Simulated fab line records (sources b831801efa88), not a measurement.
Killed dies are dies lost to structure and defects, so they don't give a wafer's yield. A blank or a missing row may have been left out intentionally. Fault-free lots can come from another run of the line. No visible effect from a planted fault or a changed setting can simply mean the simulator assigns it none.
fab line records | flow sky130
record: lots: 6 wafers: 18 lastDay: 50
route steps=708 shown SPACER@306 POLY_CUT@307 SD_P@320 RES_XHIGH@332 SD_N@342 PAD_OPEN@708
lots untouched by any fault: they come from a run of this same line in which no faults occurred
startH: hours from the record's opening day to when the first of the lot's shown wafers began | waitH: hours from the lot's prior step to this one | " unchanged from the row above | L1.1+2: a single row standing in for several wafers | - either no value or no given start | * or withheld: withheld | < > ~ a bound
route shown NAME@n: NAME is a module with steps in the file, n the number in the route of the first one | usual: mean and standard deviation over wafers with no fault | same: alike in all rows | chamber/n: place in a boat | sites: readings site by site | _std_site: how widely they spread, as a standard deviation | _edge_site: mean of outer sites minus mean of inner sites | radiusMm: how far each site lies from the wafer's centre | mask NAME#n: copy n | behind: tool/chamber where the wafer was last shaped | hold: why the lot was held/for how many hours/how that ended | device: the n, p or np transistor that did not switch | end of line: the route-end tests of the same wafers | step lacking rows: just its recipe | killed: the dies lost at the first sort to structure and to defects; this is not the yield of the wafer | map: per-die view of a wafer (x killed, . not killed, _ where there is no die)
set.NAME: the setting that was run; set.NAME@STEP: the one run at that earlier step | model.NAME: the simulator's own value behind a step, which no gauge read
lots seen at some steps along the route; tables by step, rows by wafer
services: from which hour (startH, from the record's first day; less than 0 if before it) a tool's chamber was out of use, for how many hours, and why
== steps ==
step: SKY_SPACER_ETCHBACK_02
recipe: chemistry: CH3F/O2 target: Si3N4 stopOn: SiO2 sourceW: 400 biasW: 80 pressureMtorr: 25 ch3fFlowSccm: 40 O2_flow_sccm: 30 timeS: 46.7 targetDepthA: 450
usual: drypumpMotorCurrentA: 5.4/0.43 oesProductAu: 0.853/0.0059 throttleValvePct: 10.563/0.0083
columns lot.wafer tool chamber startH waitH drypumpMotorCurrentA oesProductAu rfHoursCounterH throttleValvePct
L525.3 rieDiel-03 0 559.11 0.0 5.0 0.855 2 10.560
L525.4 " 2 " " 5.2 0.850 - 10.560
L525.5 " 0 " " 5.0 0.854 - 10.558
L528.2 rieDiel-01 3 582.88 0.0 4.9 0.856 5 10.568
L528.4 " 1 " " 5.2 0.852 - 10.584
L528.6 " 0 " " 6.2 0.856 - 10.564
L531.2 rieDiel-02 1 616.15 0.0 5.5 0.856 14 10.561
L531.3 " 2 " " 4.8 0.853 7 10.568
L531.6 " 0 " " 5.5 0.846 - 10.568
L533.2 rieDiel-02 1 621.19 0.0 5.6 0.850 14 10.580
L533.4 " 3 " " 5.4 0.840 12 10.557
L533.5 " 0 " " 5.5 0.860 - 10.560
L541.2 rieDiel-01 3 691.17 0.0 4.8 0.859 6 10.571
L541.4 " 2 " " 5.5 0.855 2 10.554
L541.6 " 3 " " 4.9 0.862 - 10.570
L542.1 rieDiel-01 0 702.62 0.1 6.2 0.836 9 10.553
L542.4 " 1 " " 5.2 0.847 - 10.571
L542.6 " 0 " " 6.2 0.848 - 10.566
step: SKY_POLY_CUT_DEHYDRATE_00
recipe: tempC: 200 timeS: 60
step: SKY_POLY_CUT_HMDS_01
recipe: primeTimeS: 60 primeTempC: 120
step: SKY_POLY_CUT_COAT_02
recipe: resist: BARC tempC: withheld timeS: withheld spinRpm: 3000 resistThkNm: 60
step: SKY_POLY_CUT_COAT_03
recipe: resist: KrF-thick spinRpm: 3000 resistThkNm: 450
step: SKY_POLY_CUT_SOFTBAKE_04
recipe: tempC: 100.8 timeS: 90 resist: KrF-thick
step: SKY_POLY_CUT_EXPOSE_05
recipe: maskId: NPCM na: 0.8 sourceShape: annular sigmaInner: 0.55 sigmaOuter: 0.85 targetCdNm: 270 doseMj: 32
step: SKY_POLY_CUT_PEB_06
recipe: pebTempC: withheld pebTimeS: withheld resist: KrF-thick
step: SKY_POLY_CUT_DEVELOP_07
recipe: developTimeS: 60 resist: KrF-thick devTempC: 21
step: SKY_POLY_CUT_CD_MEAS_08
recipe: targetCdNm: 270
usual: cdNm: 270.1/1.5
columns lot.wafer tool chamber startH waitH cdNm
L525.3 cdSem-01 - 589.25 - 271.7
L525.4 " - " " 271.6
L525.5 " - " " 270.6
L528.2 cdSem-01 - 612.42 - 269.5
L528.4 " - " " 269.3
L528.6 " - " " 269.1
L531.2 cdSem-02 - 644.43 - 268.4
L531.3 " - " " 268.1
L531.6 " - " " 268.8
L533.2 cdSem-01 - 649.58 - 270.5
L533.4 " - " " 270.4
L533.5 " - " " 269.2
L541.2 cdSem-02 - 719.03 - 271.7
L541.4 " - " " 271.4
L541.6 " - " " 272.3
L542.1 cdSem-01 - 729.50 - 270.8
L542.4 " - " " 270.1
L542.6 " - " " 270.3
step: SKY_POLY_CUT_OVL_MEAS_09
usual: POLY_CUT_OVL: 0/5.2
columns lot.wafer tool chamber startH waitH POLY_CUT_OVL[nm]
L525.3 overlay-02 - 589.34 0.1 -2
L525.4 " - " " -2
L525.5 " - " " -2
L528.2 overlay-02 - 612.52 0.1 -16
L528.4 " - " " -6
L528.6 " - " " -5
L531.2 overlay-02 - 644.54 0.1 -4
L531.3 " - " " -2
L531.6 " - " " -1
L533.2 overlay-02 - 649.69 0.1 0
L533.4 " - " " -6
L533.5 " - " " -9
L541.2 overlay-02 - 719.14 0.1 -2
L541.4 " - " " 0
L541.6 " - " " 2
L542.1 overlay-02 - 729.62 0.1 -1
L542.4 " - " " -2
L542.6 " - " " -2
step: SKY_POLY_CUT_ETCH_10
recipe: chemistry: N2/H2 target: BARC ionEnergyEv: 200 sourceW: 500 biasW: 100 pressureMtorr: 30 n2FlowSccm: 100 h2FlowSccm: 200 stopOn: SiO2 timeS: 45.9 targetDepthA: 600
usual: drypumpMotorCurrentA: 5.6/0.51 oesProductAu: 0.855/0.0048 throttleValvePct: 13.225/0.0099
columns lot.wafer tool chamber startH waitH drypumpMotorCurrentA oesProductAu rfHoursCounterH throttleValvePct
L525.3 rieDiel-02 0 589.37 0.0 5.5 0.867 1 13.218
L525.4 " 2 " " 4.8 0.846 6 13.236
L525.5 " 0 " " 5.5 0.851 - 13.233
L528.2 rieDiel-04 2 612.55 0.0 6.5 0.853 0 13.223
L528.4 " 2 " " 6.6 0.850 - 13.229
L528.6 " 0 " " 6.0 0.858 - 13.236
L531.2 rieDiel-04 1 644.57 0.0 5.8 0.856 10 13.195
L531.3 " 2 " " 6.5 0.849 1 13.207
L531.6 " 1 " " 5.8 0.854 - 13.209
L533.2 rieDiel-01 1 649.72 0.0 5.2 0.847 4 13.227
L533.4 " 3 " " 4.8 0.851 6 13.219
L533.5 " 3 " " 4.9 0.859 - 13.224
L541.2 rieDiel-01 0 719.17 0.0 6.3 0.862 9 13.232
L541.4 " 2 " " 5.5 0.847 2 13.235
L541.6 " 2 " " 5.5 0.861 - 13.214
L542.1 rieDiel-01 2 729.65 0.0 5.5 0.858 2 13.206
L542.4 " 0 " " 6.2 0.848 9 13.229
L542.6 " 2 " " 5.5 0.862 - 13.242
step: SKY_POLY_CUT_ETCH_11
recipe: target: Si3N4 chemistry: CF4/CH2F2/Ar stopOn: poly-Si sourceW: 600 biasW: 150 pressureMtorr: 40 cf4FlowSccm: 40 ch2f2FlowSccm: 20 Ar_flow_sccm: 150 timeS: 42.5 targetDepthA: 600
usual: drypumpMotorCurrentA: 5.6/0.52 oesProductAu: 0.829/0.006 throttleValvePct: 14.993/0.0088
columns lot.wafer tool chamber startH waitH drypumpMotorCurrentA oesProductAu rfHoursCounterH throttleValvePct
L525.3 rieDiel-02 0 589.41 0.0 5.5 0.830 1 14.978
L525.4 " 2 " " 4.8 0.825 6 14.988
L525.5 " 0 " " 5.5 0.825 - 14.983
L528.2 rieDiel-04 2 612.59 0.0 6.5 0.832 0 14.996
L528.4 " 2 " " 6.5 0.830 - 14.977
L528.6 " 0 " " 6.0 0.832 - 14.997
L531.2 rieDiel-04 1 644.61 0.0 5.8 0.829 10 14.983
L531.3 " 2 " " 6.5 0.824 1 14.989
L531.6 " 1 " " 5.7 0.823 - 15.002
L533.2 rieDiel-01 1 649.76 0.0 5.2 0.826 4 14.990
L533.4 " 3 " " 4.8 0.824 6 14.995
L533.5 " 3 " " 4.8 0.828 - 14.998
L541.2 rieDiel-01 0 719.21 0.0 6.2 0.837 9 14.978
L541.4 " 2 " " 5.5 0.828 2 14.990
L541.6 " 2 " " 5.5 0.835 - 14.988
L542.1 rieDiel-01 2 729.70 0.0 5.5 0.828 2 14.994
L542.4 " 0 " " 6.2 0.832 9 14.994
L542.6 " 2 " " 5.4 0.833 - 15.010
step: SKY_POLY_CUT_STRIP_12
recipe: chemistry: O2/N2 powerW: 1400 pressureMtorr: 1500 platenTempC: withheld o2FlowSccm: 3000 n2FlowSccm: 300 overashFraction: 0.5
usual: drypumpMotorCurrentA: 5.8/0.43 oesProductAu: 0.452/0.0047 stripTimeToEndpointS: 5.352/0.016
columns lot.wafer tool chamber startH waitH drypumpMotorCurrentA oesProductAu rfHoursCounterH stripTimeToEndpointS
L525.3 plasmaAsher-03 1 589.48 0.1 5.6 0.454 - 5.326
L525.4 " 0 " " 5.3 0.449 - 5.332
L525.5 " 0 " " 5.3 0.452 - 5.340
L528.2 plasmaAsher-02 1 612.64 0.0 6.5 0.456 84 5.370
L528.4 " 0 " " 6.0 0.457 - 5.364
L528.6 " 1 " " 6.5 0.458 - 5.342
L531.2 plasmaAsher-01 1 644.65 0.0 6.1 0.460 22 5.350
L531.3 " 1 " " 6.1 0.453 - 5.364
L531.6 " 1 " " 6.2 0.447 - 5.355
L533.2 plasmaAsher-02 1 649.80 0.0 6.5 0.459 88 5.355
L533.4 " 0 " " 6.1 0.445 - 5.369
L533.5 " 1 " " 6.5 0.454 - 5.352
L541.2 plasmaAsher-03 0 719.25 0.0 5.3 0.457 61 5.343
L541.4 " 1 " " 5.5 0.452 - 5.343
L541.6 " 0 " " 5.3 0.454 - 5.368
L542.1 plasmaAsher-03 0 729.74 0.0 5.3 0.453 62 5.338
L542.4 " 0 " " 5.3 0.452 - 5.361
L542.6 " 0 " " 5.3 0.449 - 5.373
step: SKY_SD_P_DEHYDRATE_00
recipe: tempC: 200 timeS: 60
step: SKY_SD_P_HMDS_01
recipe: primeTimeS: 60 primeTempC: 120
step: SKY_SD_P_COAT_02
recipe: resist: NOVOLAK spinRpm: 3000 resistThkNm: 1140
step: SKY_SD_P_SOFTBAKE_03
recipe: tempC: 90 timeS: 60 resist: NOVOLAK
step: SKY_SD_P_EXPOSE_04
recipe: maskId: PSDM na: 0.6 sourceShape: conventional sigmaOuter: 0.6 polarization: unpolarized targetCdNm: 380 doseMj: 138
step: SKY_SD_P_PEB_05
recipe: tempC: withheld timeS: * resist: NOVOLAK
step: SKY_SD_P_DEVELOP_06
recipe: resist: NOVOLAK developer: TMAH developTimeS: 60 devTempC: 23
step: SKY_SD_P_CD_MEAS_07
recipe: targetCdNm: 380
usual: cdNm: 379.9/2.4
columns lot.wafer tool chamber startH waitH cdNm
L525.3 cdSem-01 - 617.87 0.1 380.2
L525.4 " - " " 379.6
L525.5 " - " " 379.1
L528.2 cdSem-01 - 641.15 0.1 384.5
L528.4 " - " " 384.4
L528.6 " - " " 384.0
L531.2 cdSem-01 - 671.95 0.1 381.0
L531.3 " - " " 378.5
L531.6 " - " " 381.2
L533.2 cdSem-01 - 678.22 0.1 378.9
L533.4 " - " " 379.8
L533.5 " - " " 382.4
L541.2 cdSem-01 - 746.35 0.1 380.2
L541.4 " - " " 380.8
L541.6 " - " " 380.5
L542.1 cdSem-01 - 756.68 0.1 380.9
L542.4 " - " " 382.3
L542.6 " - " " 382.0
step: SKY_SD_P_OVL_MEAS_08
usual: SD_P_OVL: 1.5/1.6
columns lot.wafer tool chamber startH waitH SD_P_OVL[nm]
L525.3 overlay-02 - 617.96 0.1 -0.3
L525.4 " - " " -0.4
L525.5 " - " " -1.9
L528.2 overlay-01 - 641.26 0.1 2.5
L528.4 " - " " 2.1
L528.6 " - " " 2.6
L531.2 overlay-01 - 672.06 0.1 1.2
L531.3 " - " " 1.0
L531.6 " - " " 0.8
L533.2 overlay-01 - 678.32 0.1 0.0
L533.4 " - " " -0.6
L533.5 " - " " 0.6
L541.2 overlay-01 - 746.46 0.1 1.2
L541.4 " - " " 2.9
L541.6 " - " " 0.8
L542.1 overlay-01 - 756.80 0.1 3.6
L542.4 " - " " 5.0
L542.6 " - " " 4.6
step: SKY_SD_P_IMPLANT_09
recipe: species: BF2 energyKev: 20 doseCm2: 3e+15 tiltDeg: 0
step: SKY_SD_P_STRIP_10
recipe: chemistry: O2/N2 powerW: 1400 pressureMtorr: 1500 platenTempC: withheld o2FlowSccm: 3000 n2FlowSccm: 300 overashFraction: 0.5
usual: drypumpMotorCurrentA: 5.6/0.44 oesProductAu: 0.618/0.0043 stripTimeToEndpointS: 17.49/0.034
columns lot.wafer tool chamber startH waitH drypumpMotorCurrentA oesProductAu rfHoursCounterH stripTimeToEndpointS
L525.3 plasmaAsher-03 1 618.17 0.1 5.5 0.615 - 17.51
L525.4 " 0 " " 5.3 0.616 - 17.48
L525.5 " 0 " " 5.3 0.622 - 17.51
L528.2 plasmaAsher-03 1 641.44 0.1 5.4 0.619 53 17.47
L528.4 " 1 " " 5.5 0.623 - 17.41
L528.6 " 1 " " 5.5 0.616 - 17.49
L531.2 plasmaAsher-04 0 672.24 0.1 5.2 0.612 89 17.41
L531.3 " 1 " " 6.3 0.619 - 17.46
L531.6 " 0 " " 5.1 0.622 - 17.41
L533.2 plasmaAsher-04 0 678.50 0.1 5.1 0.611 90 17.45
L533.4 " 1 " " 6.4 0.617 - 17.47
L533.5 " 1 " " 6.4 0.614 - 17.48
L541.2 plasmaAsher-04 1 746.64 0.1 6.3 0.620 97 17.51
L541.4 " 0 " " 5.2 0.620 - 17.51
L541.6 " 1 " " 6.3 0.615 - 17.51
L542.1 plasmaAsher-01 0 756.99 0.1 5.3 0.615 33 17.50
L542.4 " 1 " " 6.1 0.620 - 17.43
L542.6 " 1 " " 6.0 0.612 - 17.51
step: SKY_SD_P_TW_MEAS_11
usual: SD_P_TW: 2835/15
columns lot.wafer tool chamber startH waitH SD_P_TW
L525.3 filmMetro-02 - 618.26 0.1 2851
L525.4 " - " " 2861
L525.5 " - " " 2847
L528.2 filmMetro-02 - 641.55 0.1 2846
L528.4 " - " " 2854
L528.6 " - " " 2853
L531.2 filmMetro-01 - 672.35 0.1 2838
L531.3 " - " " 2828
L531.6 " - " " 2838
L533.2 filmMetro-02 - 678.61 0.1 2857
L533.4 " - " " 2853
L533.5 " - " " 2866
L541.2 filmMetro-03 - 746.75 0.1 2839
L541.4 " - " " 2845
L541.6 " - " " 2844
L542.1 filmMetro-01 - 757.09 0.1 2840
L542.4 " - " " 2857
L542.6 " - " " 2857
step: SKY_RES_XHIGH_DEHYDRATE_00
recipe: tempC: 200 timeS: 60
step: SKY_RES_XHIGH_HMDS_01
recipe: primeTimeS: 60 primeTempC: 120
step: SKY_RES_XHIGH_COAT_02
recipe: resist: NOVOLAK spinRpm: 3000 resistThkNm: 1140
step: SKY_RES_XHIGH_SOFTBAKE_03
recipe: tempC: 90 timeS: 60 resist: NOVOLAK
step: SKY_RES_XHIGH_EXPOSE_04
recipe: maskId: URPM na: 0.6 sourceShape: conventional sigmaOuter: 0.6 polarization: unpolarized targetCdNm: 1270 doseMj: 140
step: SKY_RES_XHIGH_PEB_05
recipe: tempC: withheld timeS: * resist: NOVOLAK
step: SKY_RES_XHIGH_DEVELOP_06
recipe: resist: NOVOLAK developer: TMAH developTimeS: 60 devTempC: 23
step: SKY_RES_XHIGH_IMPLANT_07
recipe: species: BF2 energyKev: 20 doseCm2: 3.6e+14 tiltDeg: 0
step: SKY_RES_XHIGH_STRIP_08
recipe: chemistry: O2/N2 powerW: 1400 pressureMtorr: 1500 platenTempC: withheld o2FlowSccm: 3000 n2FlowSccm: 300 overashFraction: 0.5
usual: drypumpMotorCurrentA: 5.9/0.52 oesProductAu: 0.711/0.0049 stripTimeToEndpointS: 14.29/0.039
columns lot.wafer tool chamber startH waitH drypumpMotorCurrentA oesProductAu rfHoursCounterH stripTimeToEndpointS
L525.3 plasmaAsher-04 0 646.76 0.1 5.1 0.713 - 14.33
L525.4 " 1 " " 6.4 0.707 - 14.28
L525.5 " 1 " " 6.4 0.715 - 14.30
L528.2 plasmaAsher-04 0 668.05 0.1 5.2 0.703 89 14.24
L528.4 " 1 " " 6.4 0.706 - 14.23
L528.6 " 0 " " 5.1 0.712 - 14.32
L531.2 plasmaAsher-02 0 699.53 0.1 6.0 0.709 93 14.34
L531.3 " 0 " " 6.1 0.706 - 14.28
L531.6 " 0 " " 6.1 0.715 - 14.31
L533.2 plasmaAsher-04 1 706.13 0.1 6.3 0.709 93 14.29
L533.4 " 0 " " 5.2 0.707 - 14.29
L533.5 " 1 " " 6.4 0.711 - 14.29
L541.2 plasmaAsher-04 1 773.58 0.1 6.4 0.710 99 14.29
L541.4 " 1 " " 6.4 0.706 - 14.31
L541.6 " 1 " " 6.4 0.715 - 14.32
L542.1 plasmaAsher-02 1 783.96 0.1 6.5 0.706 4 14.26
L542.4 " 0 " " 6.1 0.707 - 14.25
L542.6 " 1 " " 6.5 0.702 - 14.30
step: SKY_RES_XHIGH_TW_MEAS_09
usual: RES_XHIGH_TW: 1649/8.1
columns lot.wafer tool chamber startH waitH RES_XHIGH_TW
L525.3 filmMetro-02 - 646.85 0.1 1660
L525.4 " - " " 1657
L525.5 " - " " 1656
L528.2 filmMetro-03 - 668.16 0.1 1641
L528.4 " - " " 1636
L528.6 " - " " 1635
L531.2 filmMetro-03 - 699.64 0.1 1644
L531.3 " - " " 1646
L531.6 " - " " 1632
L533.2 filmMetro-01 - 706.24 0.1 1660
L533.4 " - " " 1651
L533.5 " - " " 1652
L541.2 filmMetro-02 - 773.69 0.1 1653
L541.4 " - " " 1653
L541.6 " - " " 1642
L542.1 filmMetro-03 - 784.06 0.1 1655
L542.4 " - " " 1645
L542.6 " - " " 1649
step: SKY_SD_N_DEHYDRATE_00
recipe: tempC: 200 timeS: 60
step: SKY_SD_N_HMDS_01
recipe: primeTimeS: 60 primeTempC: 120
step: SKY_SD_N_COAT_02
recipe: resist: NOVOLAK spinRpm: 3000 resistThkNm: 1140
step: SKY_SD_N_SOFTBAKE_03
recipe: tempC: 90 timeS: 60 resist: NOVOLAK
step: SKY_SD_N_EXPOSE_04
recipe: maskId: NSDM na: 0.6 sourceShape: conventional sigmaOuter: 0.6 polarization: unpolarized targetCdNm: 380 doseMj: 141
step: SKY_SD_N_PEB_05
recipe: tempC: withheld timeS: * resist: NOVOLAK
step: SKY_PAD_OPEN_PROBE_99
usual: killed_at_M0_to_M3: 44/6.3 killed_at_M4_up: 3.1/1.8 killedAtContacts: 25/5.1 killedAtFrontEnd: 15/4.1 killedAtOther: 0.3/0.71 killedDies: 87/8.8 killedOpen: 47/6.8 killedShort: 40/6.7
same: grossDies: 492 killedAtBackSide: 0
columns lot.wafer tool chamber startH waitH killed_at_M0_to_M3 killed_at_M4_up killedAtContacts killedAtFrontEnd killedAtOther killedDies killedOpen killedShort
L541.4 prober-02 - 1186.20 0.2 34 5 25 62 0 126 47 40
L541.6 prober-02 - 1186.30 0.2 40 1 28 54 2 125 49 34
L542.1 prober-01 - 1191.67 0.1 35 1 23 50 0 109 29 40
L542.6 prober-01 - 1191.92 0.2 38 5 24 48 0 115 35 41
killed by level:class
L541.4 POLY_CUT:unspecified=39 CONTACT:geometricParticle:open=12 POLY_GATE:geometricParticle:open=8 POLY_GATE:geometricParticle:short=7 VIA1:geometricParticle:open=7 LI_CONTACT:geometricParticle:open=5 VIA2:geometricParticle:open=5 VIA3:geometricParticle:short=4
L541.6 POLY_CUT:unspecified=41 CONTACT:geometricParticle:open=13 LI_CONTACT:geometricParticle:open=9 VIA1:geometricParticle:open=8 VIA1:geometricParticle:short=6 VIA3:geometricParticle:open=5 METAL2:geometricParticle:short=5 VIA2:geometricParticle:open=5
L542.1 POLY_CUT:unspecified=40 LI_CONTACT:geometricParticle:open=7 METAL2:geometricParticle:short=6 VIA1:geometricParticle:open=5 CONTACT:geometricParticle:open=5 METAL1:geometricParticle:short=5 LOCAL_INTERCONNECT:geometricParticle:short=4 VIA1:geometricParticle:short=4
L542.6 POLY_CUT:unspecified=39 METAL1:geometricParticle:short=9 LI_CONTACT:geometricParticle:open=7 CONTACT:geometricParticle:short=6 VIA3:geometricParticle:open=6 CONTACT:geometricParticle:open=5 VIA1:geometricParticle:open=5 VIA1:geometricParticle:short=4
map L541.4 (x killed, . not)
__________...x.xxxxx_________
________.x.xxxxxxxxxxx_______
______..x.....xxxxxxxx.x_____
_____.......xxxxxxxxxx...____
____..x......x.xxxxx.x..xx___
___x....x..xxx..x.xx......x__
__...........x...xx........._
_..x.....x......x............
_........x.x........x.......x
_........x...x.............x.
_........x........x..........
_.x.....xx...x..xx......x..x.
_....x..xx......x........xx..
_...x.x.......x......xx.....x
_.....x..x.....x.xx......x...
__....xx......xx.x.........._
___..xx...x..x.xx......x...__
____......x..x......x.x...___
_____.....x..x........x..____
______...x..xx....xxx.x._____
________.............._______
__________x........x_________
map L542.6 (x killed, . not)
__________...xxxxxxx_________
________....x.xxxxxx.._______
______......xxxxxxxxxx.._____
_____..xx.x..xxxxxxxxx...____
____x..x......xxx.xx...x..___
___...........x.xxxx..xx...__
__.xx.x..........x......x..x_
_xx....xx.......x............
_.x..x.......................
_xx..........xx...x..........
_...x....x........x..x.....x.
_.xxxx.x.....x..........x....
_....x..x..........xx....x.x.
_.....x...x.xx.x..x..x..x....
_..x..x..........xx..........
__....x................x...._
___x...................x...__
____..........x....x......___
_____x........x.x........____
______.x.x............x._____
________...x...x...x.._______
__________.x........_________
== services ==
columns tool chamber startH hours kind
plasmaAsher-02 - 536.80 28.1 pm
rieDiel-01 - 538.66 2.8 pm
rieDiel-04 3 569.90 13.8 repair
plasmaAsher-02 - 594.92 15.6 pm
rieDiel-04 1 608.80 12.0 repair
plasmaAsher-02 - 623.06 0.9 repair
rieDiel-04 2 630.27 6.6 repair
rieDiel-04 3 630.38 3.8 repair
plasmaAsher-04 - 632.99 1.6 repair
rieDiel-03 0 643.34 2.5 repair
plasmaAsher-01 - 653.36 1.6 repair
plasmaAsher-01 - 666.04 2.8 pm
rieDiel-03 2 666.11 3.6 repair
rieDiel-02 0 666.63 8.1 repair
rieDiel-02 1 670.75 6.6 repair
plasmaAsher-03 - 681.79 1.5 repair
rieDiel-01 2 699.93 15.7 repair
rieDiel-04 0 701.29 4.8 repair
plasmaAsher-03 - 701.90 4.3 pm
plasmaAsher-01 - 705.87 4.0 repair
rieDiel-03 0 706.05 3.6 repair
rieDiel-03 0 732.20 8.2 repair
plasmaAsher-02 - 733.75 9.0 pm
rieDiel-02 2 736.56 2.1 repair
== key ==
firstSign: step: SKY_PAD_OPEN_PROBE_99 reading: killedAtFrontEnd direction: up sigmas: 9.5 usual: 15 struck: 54
effect: step: SKY_PAD_OPEN_PROBE_99 reading: killedDies direction: up sigmas: 3.6 usual: 87 struck: 119
metAt SKY_POLY_CUT_ETCH_11
struckWafers L541.4,L541.6,L542.1,L542.6
testerLeftOut L541,L542
fault: kind: chamberParticleSource tool: rieDiel-01 chamber: 2 onsetH: 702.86 steps: SKY_POLY_CUT_ETCH_11 ratePerVisitCm2: 0.57671 endH: 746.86
testerLeftOut: of these lots the tester's yield and bins aren't shown, on N5 and GAA mostly nor the transistor test; their killed dies are dies lost to structure and defects alone, not to doping, threshold or leakage, so they don't give the yield
